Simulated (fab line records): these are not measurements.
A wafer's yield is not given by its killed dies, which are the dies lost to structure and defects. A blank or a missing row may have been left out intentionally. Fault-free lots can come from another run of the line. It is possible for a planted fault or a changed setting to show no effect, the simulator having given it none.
What tool caused it? + flow gf180mcu + Sampling: 12 lots, 36 wafers, 3 of 602 route steps

== WHAT EACH GAUGE READ, for each wafer ==
GF_V1_CD_MEAS_14: the cd target is 260 nm. Usual: cd-nm at 260.2 nm, with a standard deviation of 1.2.
| lot  | measured     | on        | cd-nm (nm)        | flag |
|------|--------------|-----------|-------------------|------|
| L690 | day 18 05:41 | cd-sem-01 | 260.9 259.5 259.6 |      |
| L691 | day 18 20:53 | cd-sem-02 | 258.1 259.5 258.1 |      |
| L694 | day 20 03:01 | cd-sem-02 | 259.5 259.4 259.2 |      |
| L696 | day 20 21:44 | cd-sem-01 | 260.1 259.4 258.7 |      |
| L698 | day 21 15:04 | cd-sem-01 | 261.9 260.2 261.6 |      |
| L699 | day 22 03:26 | cd-sem-01 | 259.1 258.0 257.7 |      |
| L701 | day 22 14:56 | cd-sem-02 | 261.2 259.8 260.6 |      |
| L706 | day 24 06:25 | cd-sem-02 | 260.4 261.1 260.0 |      |
| L708 | day 24 19:19 | cd-sem-01 | 261.7 261.7 261.6 |      |
| L709 | day 25 05:03 | cd-sem-01 | 259.5 261.2 260.0 |      |
| L711 | day 25 22:04 | cd-sem-02 | 260.7 259.3 260.0 |      |
| L712 | day 26 01:39 | cd-sem-02 | 261.7 261.1 260.4 |      |

== WHAT TOOL EACH LOT RAN ON (gives the tool, then ch and the chambers of the sampled wafers, and finally the start) ==
| lot  | GF_NWELL_COAT_02                 | GF_NWELL_STRIP_10                   |
|------|----------------------------------|-------------------------------------|
| L690 | litho-track-01 ch 0, day 3 06:23 | plasma-asher-01 ch 0,1, day 3 12:59 |
| L691 | litho-track-02 ch 0, day 3 10:59 | plasma-asher-04 ch 0,1, day 3 17:56 |
| L694 | litho-track-01 ch 0, day 4 04:46 | plasma-asher-01 ch 0,1, day 4 12:02 |
| L696 | litho-track-02 ch 0, day 4 15:23 | plasma-asher-01 ch 0,1, day 4 23:05 |
| L698 | litho-track-02 ch 0, day 5 02:43 | plasma-asher-01 ch 0,1, day 5 10:20 |
| L699 | litho-track-02 ch 0, day 5 08:17 | plasma-asher-02 ch 0,1, day 5 15:38 |
| L701 | litho-track-02 ch 0, day 5 17:20 | plasma-asher-02 ch 0,1, day 6 01:22 |
| L706 | litho-track-01 ch 0, day 6 20:01 | plasma-asher-01 ch 0,1, day 7 04:20 |
| L708 | litho-track-01 ch 0, day 7 07:07 | plasma-asher-01 ch 0,1, day 7 15:50 |
| L709 | litho-track-01 ch 0, day 7 11:52 | plasma-asher-04 ch 0,1, day 7 20:34 |
| L711 | litho-track-04 ch 0, day 8 01:16 | plasma-asher-04 ch 0, day 8 09:53   |
| L712 | litho-track-01 ch 0, day 8 06:38 | plasma-asher-01 ch 0,1, day 8 15:29 |
- GF_NWELL_COAT_02: resist thk 3000 nm.
- GF_NWELL_STRIP_10: strips in O2/N2.

== WHAT THE TOOLS THEMSELVES READ (means of the sampled wafers that have a number; where no wafer has one, the mark that the record gives instead) ==
GF_NWELL_COAT_02. Usual: spin-speed-rpm at 2000.1 rpm, with a standard deviation of 1.3.
| lot  | tool           | spin-speed-rpm (rpm) | flag |
|------|----------------|----------------------|------|
| L690 | litho-track-01 | 2001.1               |      |
| L691 | litho-track-02 | 2000.3               |      |
| L694 | litho-track-01 | 2000.9               |      |
| L696 | litho-track-02 | 1999.2               |      |
| L698 | litho-track-02 | 2118.0               | OFF  |
| L699 | litho-track-02 | 2114.9               | OFF  |
| L701 | litho-track-02 | 2115.6               | OFF  |
| L706 | litho-track-01 | 1999.5               |      |
| L708 | litho-track-01 | 1999.6               |      |
| L709 | litho-track-01 | 2000.2               |      |
| L711 | litho-track-04 | 1999.0               |      |
| L712 | litho-track-01 | 2001.3               |      |

GF_NWELL_STRIP_10. Usual: drypump-motor-current-A 6.42 A, standard deviation 0.2; heater-power-w 360 W, standard deviation 21; oes-product-au 0.723 a.u., standard deviation 0.004; strip-time-to-endpoint-s 37.02 s, standard deviation 0.093.
| lot  | tool            | drypump-motor-current-A (A) | heater-power-w (W) | oes-product-au (a.u.) | strip-time-to-endpoint-s (s) | flag |
|------|-----------------|-----------------------------|--------------------|-----------------------|------------------------------|------|
| L690 | plasma-asher-01 | 6.56                        | 357                | 0.722                 | 37.04                        |      |
| L691 | plasma-asher-04 | 6.31                        | 379                | 0.724                 | 37.00                        |      |
| L694 | plasma-asher-01 | 6.55                        | 364                | 0.727                 | 36.94                        |      |
| L696 | plasma-asher-01 | 6.54                        | 362                | 0.721                 | 36.91                        |      |
| L698 | plasma-asher-01 | 6.52                        | 368                | 0.720                 | 36.13                        | OFF  |
| L699 | plasma-asher-02 | 6.45                        | 354                | 0.719                 | 36.20                        | OFF  |
| L701 | plasma-asher-02 | 6.45                        | 359                | 0.726                 | 36.11                        | OFF  |
| L706 | plasma-asher-01 | 6.55                        | 361                | 0.723                 | 36.85                        |      |
| L708 | plasma-asher-01 | 6.54                        | 365                | 0.724                 | 37.16                        |      |
| L709 | plasma-asher-04 | 6.29                        | 366                | 0.722                 | 37.02                        |      |
| L711 | plasma-asher-04 | 6.26                        | 360                | 0.722                 | 36.91                        |      |
| L712 | plasma-asher-01 | 6.55                        | 368                | 0.723                 | 37.01                        |      |

== THE ANSWER, worked out from the rows above alone ==
Rule: a lot is off if the mean of its wafers that have a number lies more than 3 standard deviations from the usual mean. Also off: a lot with no number at a reading for which 4 or more lots have one. Any other lot the step has rows for is counted as sound. Order of review: gauges by route order, followed by the tools' own readings, for which a lot's mean as printed above is used. The first step at which some lot is off is used, and at that step the reading that is off furthest; a lot without a number counts as furthest.
Off: L698, L699, L701 (GF_NWELL_COAT_02, spin-speed-rpm).
A tool fits if, at that step or a process step before it, it ran every lot that is off, and no sound lot after the first of them. One fits: GF_NWELL_COAT_02 on litho-track-02. Its last sound lot is L696 (day 4 15:23), its first lot that is off L698 (day 5 02:43): a fault that began between those two fits.
On the lots that are off, the tool's own readings at GF_NWELL_COAT_02 differ by more than 5 times the standard deviation of the sound lots' means, which bears it out; spin-speed-rpm reads 2116.2 rpm there versus 2000.1 rpm on the sound lots.

== WHAT THE SIMULATOR PUT IN ==
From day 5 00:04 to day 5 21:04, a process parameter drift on litho-track-02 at GF_NWELL_COAT_02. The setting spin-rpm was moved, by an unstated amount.
Lots struck among those shown: L698, L699, L701. The rule given above showed the same thing.
